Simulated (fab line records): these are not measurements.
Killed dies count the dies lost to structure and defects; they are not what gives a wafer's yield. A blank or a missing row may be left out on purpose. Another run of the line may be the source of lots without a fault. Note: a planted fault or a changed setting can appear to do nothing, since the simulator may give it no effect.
Which of the tools did it? ; flow gf180mcu ; 6 lots, 18 wafers sampled, at 3 steps of a route of 602

== WHAT THE GAUGES SHOWED, per wafer ==
GF_V5_RS_MEAS_24: measurement is done with a four-point probe.
lot;measured;on;V5_W_RS (ohm/sq)
L663;day 27 20:59;film metro-04;0.324 0.331 0.325
L664;day 28 03:43;film metro-04;0.320 0.320 0.332
L670;day 30 02:36;film metro-03;0.330 0.325 0.331
L675;day 31 15:34;film metro-01;0.326 0.321 0.328
L679;day 32 13:31;film metro-03;0.321 0.333 0.324
L683;day 33 14:04;film metro-03;0.326 0.321 0.321

== EACH LOT AND THE TOOL THAT RAN IT (in order: tool; ch and the chambers of the sampled wafers; start) ==
lot;GF_V4_ETCH_17;GF_V4_SPUTTER_22
L663;rie diel-02 ch 1,2,3, day 25 02:34 or earlier;pvd sputter-03, day 25 02:34
L664;rie diel-02 ch 0,1, day 25 09:17 or earlier;pvd sputter-04, day 25 09:17
L670;rie diel-01 ch 0,1,3, day 27 12:05 or earlier;pvd sputter-03, day 27 12:05
L675;rie diel-04 ch 0,2,3, day 29 05:11 or earlier;pvd sputter-03, day 29 05:11
L679;rie diel-04 ch 1,2,3, day 30 05:02 or earlier;pvd sputter-01, day 30 05:02
L683;rie diel-02 ch 1,2,3, day 31 08:47 or earlier;pvd sputter-03, day 31 08:47
- GF_V4_ETCH_17: etches SiO2 in C4F8/O2/Ar, stops on TiN, target depth 630 nm.
- GF_V4_SPUTTER_22: material TiN, target thk 10 nm, time 38.09 s.

== THE ANSWER, worked out from the rows above alone ==
Rule: what is usual is taken from the lots themselves. The widest of any qualifying gaps counts: lots, ordered by their means at a reading, are off when they make up no more than a third of the lots, leave a main group of 4 or more, and stand apart from it by 3 or more times the standard deviation of that group's means. If all means in a main group match to the digits the tables above print for the reading, that group is not used. A lot without any number at a reading at which 4 lots or more have one is off too. Where the step has rows for the other lots, those lots are counted as sound.
Nothing can be told from this: no lot is off at any reading shown.

== WHAT THE SIMULATOR HAD PUT IN ==
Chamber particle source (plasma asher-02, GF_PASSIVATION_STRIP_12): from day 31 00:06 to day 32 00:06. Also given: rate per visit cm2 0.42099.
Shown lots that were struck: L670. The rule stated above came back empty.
